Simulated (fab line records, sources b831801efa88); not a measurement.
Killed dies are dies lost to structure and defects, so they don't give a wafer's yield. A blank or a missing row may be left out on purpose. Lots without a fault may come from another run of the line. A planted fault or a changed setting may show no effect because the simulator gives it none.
A struck lot beside a sound one | flow sky130 | 31 steps out of a route of 708
Sound: wafers L771.2, L771.4, L771.6. Struck: wafers L786.3, L786.5, L786.6. The cause comes at the end.
At each step with rows: each side's tool, then ch and its chambers, then its first start. Under that, the readings that differ: sound wafers | struck wafers | difference of the means | sigmas: that difference in standard deviations of wafers without a fault.
alike: readings whose means differ by less than 2 such deviations, and words and numbers that are the same on both sides. not compared: withheld readings, readings that some wafer has no value for, bounds like >300 that may hide the same value, and numbers for which the record gives no deviation and whose values overlap.
The two part at a step that has a row with sigmas, a row that says differs or no value, or rows on one side only. Numbers that don't overlap but have no deviation are shown without sigmas and don't part them. A reading that every wafer of one side lacks parts them only if that side has two wafers or more.

first, 1 step without rows for these wafers: SKY_NWELL_IMPLANT_13.
SKY_NWELL_STRIP_14: strips in O2/N2.
  sound on plasma_asher-04 ch 0, day 4 15:30; struck on plasma_asher-01 ch 0,1, day 8 13:39
  alike: chamber_pressure_mTorr, drypump_motor_current_A, oes_product_au, strip_time_to_endpoint_s
  not compared: rf_hours_counter_h
SKY_NWELL_TW_MEAS_15:
  sound on film_metro-02, day 4 15:37; struck on film_metro-02, day 8 13:44
  alike: NWELL_TW
then, 7 steps without rows for these wafers: SKY_NWELL_DEHYDRATE_16 (time 60 s); SKY_NWELL_HMDS_17 (prime time 60 s); SKY_NWELL_COAT_18 (resist thk 3000 nm); SKY_NWELL_SOFTBAKE_19; SKY_NWELL_EXPOSE_20 (exposes mask NWM COMPLEMENT, target cd 840 nm); SKY_NWELL_PEB_21; SKY_NWELL_DEVELOP_22 (develop time 60 s).
SKY_NWELL_OVL_MEAS_23:
  sound on overlay-02, day 5 08:34; struck on overlay-01, day 9 07:50
  alike: NWELL_01_OVL
then, 1 step without rows for these wafers: SKY_NWELL_IMPLANT_24.
SKY_NWELL_STRIP_25: strips in O2/N2.
  sound on plasma_asher-04 ch 0,1, day 5 08:45; struck on plasma_asher-04 ch 0,1, day 9 08:03
  no value came back on the struck wafers for any of 5 readings (chamber_pressure_mTorr (mTorr), drypump_motor_current_A (A) and others); on the sound wafers chamber_pressure_mTorr (mTorr) reads 1500.2 1499.9 1502.3
  reading                                 | sound | struck         | difference | sigmas
  model.coat_of_NWELL_COAT_18.thk_nm (nm) | 0 0 0 | 2985 2975 2981 | +2980      |
  not compared: rf_hours_counter_h
SKY_NWELL_TW_MEAS_26:
  sound on film_metro-01, day 5 08:52; struck on film_metro-03, day 9 08:08
  alike: NWELL_2_TW
then, 1 step without rows for these wafers: SKY_NWELL_CLEAN_27 (cleans in SC1/SC2, time 150 s).
SKY_NWELL_RTA_28: time 30 s.
  sound on rtp_anneal-02 ch 0, day 5 09:00; struck on rtp_anneal-02 ch 0, day 9 08:16
  alike: lamp_power_pct, wafer_temp_C_max
SKY_NWELL_RS_MEAS_29: measures by four-point-probe.
  sound on film_metro-03, day 5 09:11; struck on film_metro-02, day 9 08:22
  alike: NWELL_RS
SKY_NWELL_RS_MEAS_31: measures by four-point-probe.
  sound on film_metro-03, day 5 09:26; struck on film_metro-02, day 9 08:37
  alike: PWDE_RS
then, 7 steps without rows for these wafers: SKY_VT_ADJUST_HVTP_DEHYDRATE_00 (time 60 s); SKY_VT_ADJUST_HVTP_HMDS_01 (prime time 60 s); SKY_VT_ADJUST_HVTP_COAT_02 (resist thk 1140 nm); SKY_VT_ADJUST_HVTP_SOFTBAKE_03 (time 60 s); SKY_VT_ADJUST_HVTP_EXPOSE_04 (exposes mask HVTPM, target cd 380 nm); SKY_VT_ADJUST_HVTP_PEB_05; SKY_VT_ADJUST_HVTP_DEVELOP_06 (develop time 60 s).
SKY_VT_ADJUST_HVTP_CD_MEAS_07: target cd 380 nm.
  sound on cd_sem-02, day 6 02:45; struck on cd_sem-02, day 10 04:55
  alike: cd_nm
SKY_VT_ADJUST_HVTP_OVL_MEAS_08:
  sound on overlay-01, day 6 02:52; struck on overlay-01, day 10 05:01
  alike: VT_ADJUST_HVTP_OVL
then, 1 step without rows for these wafers: SKY_VT_ADJUST_HVTP_IMPLANT_09.
SKY_VT_ADJUST_HVTP_STRIP_10: strips in O2/N2.
  sound on plasma_asher-03 ch 0,1, day 6 03:02; struck on plasma_asher-03 ch 0,1, day 10 05:13
  reading                      | sound             | struck            | difference | sigmas
  oes_product_au (a.u.)        | 0.724 0.713 0.711 | 0.723 0.734 0.729 | +0.013     | +3
  strip_time_to_endpoint_s (s) | 14.13 14.11 14.22 | 58.39 58.31 58.37 | +44.20     | +99 or more
  alike: chamber_pressure_mTorr, drypump_motor_current_A
  not compared: rf_hours_counter_h
SKY_VT_ADJUST_HVTP_TW_MEAS_11:
  sound on film_metro-04, day 6 03:09; struck on film_metro-03, day 10 05:19
  reading           | sound          | struck   | difference | sigmas
  VT_ADJUST_HVTP_TW | 1387 1395 1381 | 30 30 30 | -1358      | -85
then, 1 step without rows for these wafers: SKY_VT_ADJUST_LVTN_DEHYDRATE_00 (time 60 s).

WHERE THEY PART
First at SKY_NWELL_STRIP_25; last, within this record, at SKY_VT_ADJUST_HVTP_TW_MEAS_11.

WHY: what the simulator had put in
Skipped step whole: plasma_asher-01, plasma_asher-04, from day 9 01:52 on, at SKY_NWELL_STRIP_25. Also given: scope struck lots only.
